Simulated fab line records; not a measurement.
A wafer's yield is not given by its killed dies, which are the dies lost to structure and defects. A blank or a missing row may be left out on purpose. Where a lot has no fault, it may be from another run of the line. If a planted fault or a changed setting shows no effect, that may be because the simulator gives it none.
Which tool was responsible? ; flow sky130 ; 36 wafers from 12 lots sampled at 4 of the route's 708 steps

WHAT EACH GAUGE READ, for each wafer
SKY_LDD_HVP_TW_MEAS_10.
lot;measured;on;LDD_HVP_TW
L709;day 22 13:28;film-metro-01;446 443 447
L710;day 23 08:48;film-metro-04;465 466 466
L708;day 23 09:28;film-metro-01;447 447 448
L712;day 23 09:44;film-metro-04;465 465 468
L713;day 23 15:04;film-metro-01;446 449 448
L715;day 24 07:40;film-metro-03;464 462 463
L717;day 25 09:07;film-metro-01;405 404 403
L718;day 25 09:25;film-metro-01;403 405 402
L719;day 25 12:19;film-metro-04;467 468 467
L728;day 29 00:21;film-metro-01;448 445 447
L729;day 29 15:07;film-metro-03;462 461 465
L730;day 29 17:15;film-metro-03;464 462 461

SKY_VIA1_THK_MEAS_01.
lot;measured;on;VIA1_HDPCVD_THK (nm)
L709;day 33 15:58;film-metro-01;1030 1038 1024
L710;day 34 10:39;film-metro-01;1025 1033 1040
L708;day 34 10:10;film-metro-04;1048 1033 1016
L712;day 34 11:45;film-metro-04;1034 1026 1050
L713;day 34 14:55;film-metro-01;1025 1028 1041
L715;day 35 05:01;film-metro-02;1030 1051 1046
L717;day 36 05:10;film-metro-04;1020 1007 1006
L718;day 36 03:43;film-metro-01;1025 1053 1014
L719;day 36 07:27;film-metro-01;1033 1027 1042
L728;day 39 12:27;film-metro-04;1041 1033 1042
L729;day 39 23:19;film-metro-02;1039 1026 1033
L730;day 40 03:09;film-metro-04;1026 1027 1030

EACH LOT AND THE TOOL THAT RAN IT (in order: tool; ch and the chambers of the sampled wafers; start)
lot;SKY_LDD_HVP_IMPLANT_08;SKY_CONTACT_CVD_24
L709;implanter-03 ch 0, day 22 13:14;cvd-w-02 ch 0,1, day 32 11:55
L710;implanter-02 ch 0, day 23 08:34;cvd-w-02 ch 0,1, day 33 06:43
L708;implanter-03 ch 0, day 23 09:14;cvd-w-01 ch 0,1, day 33 05:47
L712;implanter-01 ch 0, day 23 09:29;cvd-w-02 ch 0,1, day 33 07:53
L713;implanter-03 ch 0, day 23 14:50;cvd-w-01 ch 0,1, day 33 10:07
L715;implanter-03 ch 0, day 24 07:27;cvd-w-02 ch 0,1, day 34 00:35
L717;implanter-03 ch 0, day 25 08:48;cvd-w-02 ch 0,1, day 35 01:45
L718;implanter-03 ch 0, day 25 09:03;cvd-w-01 ch 0, day 34 23:28
L719;implanter-01 ch 0, day 25 12:05;cvd-w-01 ch 0,1, day 35 03:41
L728;implanter-02 ch 0, day 29 00:07;cvd-w-01 ch 0,1, day 38 09:10
L729;implanter-03 ch 0, day 29 14:54;cvd-w-01 ch 0,1, day 38 20:30
L730;implanter-02 ch 0, day 29 17:00;cvd-w-01 ch 0,1, day 39 00:25
- SKY_LDD_HVP_IMPLANT_08
- SKY_CONTACT_CVD_24: deposits W, target thk 340 nm, time 102.12 s.

WHAT THE TOOLS THEMSELVES READ (means of the sampled wafers that have a number; where no wafer has one, the mark that the record gives instead)
SKY_LDD_HVP_IMPLANT_08.
lot;tool;dose-ions-cm2;faraday-current-uA
L709;implanter-03;1.6988e+13;95.9
L710;implanter-02;1.6992e+13;96.2
L708;implanter-03;1.7004e+13;96.3
L712;implanter-01;1.6981e+13;96.3
L713;implanter-03;1.6983e+13;97.1
L715;implanter-03;1.7001e+13;94.6
L717;implanter-03;1.2139e+13;68.1
L718;implanter-03;1.2121e+13;70.0
L719;implanter-01;1.7007e+13;95.0
L728;implanter-02;1.7010e+13;96.2
L729;implanter-03;1.7023e+13;95.2
L730;implanter-02;1.7013e+13;96.0

SKY_CONTACT_CVD_24.
lot;tool;heater-power-w (W)
L709;cvd-w-02;793
L710;cvd-w-02;797
L708;cvd-w-01;850
L712;cvd-w-02;787
L713;cvd-w-01;856
L715;cvd-w-02;798
L717;cvd-w-02;787
L718;cvd-w-01;845
L719;cvd-w-01;898
L728;cvd-w-01;856
L729;cvd-w-01;872
L730;cvd-w-01;905

THE ANSWER, worked out from the rows above alone
Rule: usual is defined by the lots themselves. The widest of any qualifying gaps counts: lots, ordered by their means at a reading, are off when they make up no more than a third of the lots, leave a main group of 4 or more, and stand apart from it by 3 or more times the standard deviation of that group's means. A main group whose means are all the same, to the digits that the tables above print for the reading, isn't used. A lot without any number at a reading at which 4 lots or more have one is off too. The other lots that the step has rows for count as sound. Order of review: gauges by route order, followed by the tools' own readings, for which a lot's mean as printed above is used. At the first step where some lot is off, the reading lying furthest off is the one used; lots without a number count as furthest.
Off: L717, L718, seen at SKY_LDD_HVP_TW_MEAS_10 (LDD_HVP_TW). The main group has a mean of 457 with a standard deviation of 8.8.
A tool fits if, at a process step before that reading, it ran every lot that is off, and no sound lot after the first of them. Not tried: the gauges at SKY_LDD_HVP_TW_MEAS_10; whatever is off there is also off at SKY_LDD_HVP_IMPLANT_08, on other tools, and gauge error can't account for it. Of those tried, none fits.

WHAT THE SIMULATOR PUT IN
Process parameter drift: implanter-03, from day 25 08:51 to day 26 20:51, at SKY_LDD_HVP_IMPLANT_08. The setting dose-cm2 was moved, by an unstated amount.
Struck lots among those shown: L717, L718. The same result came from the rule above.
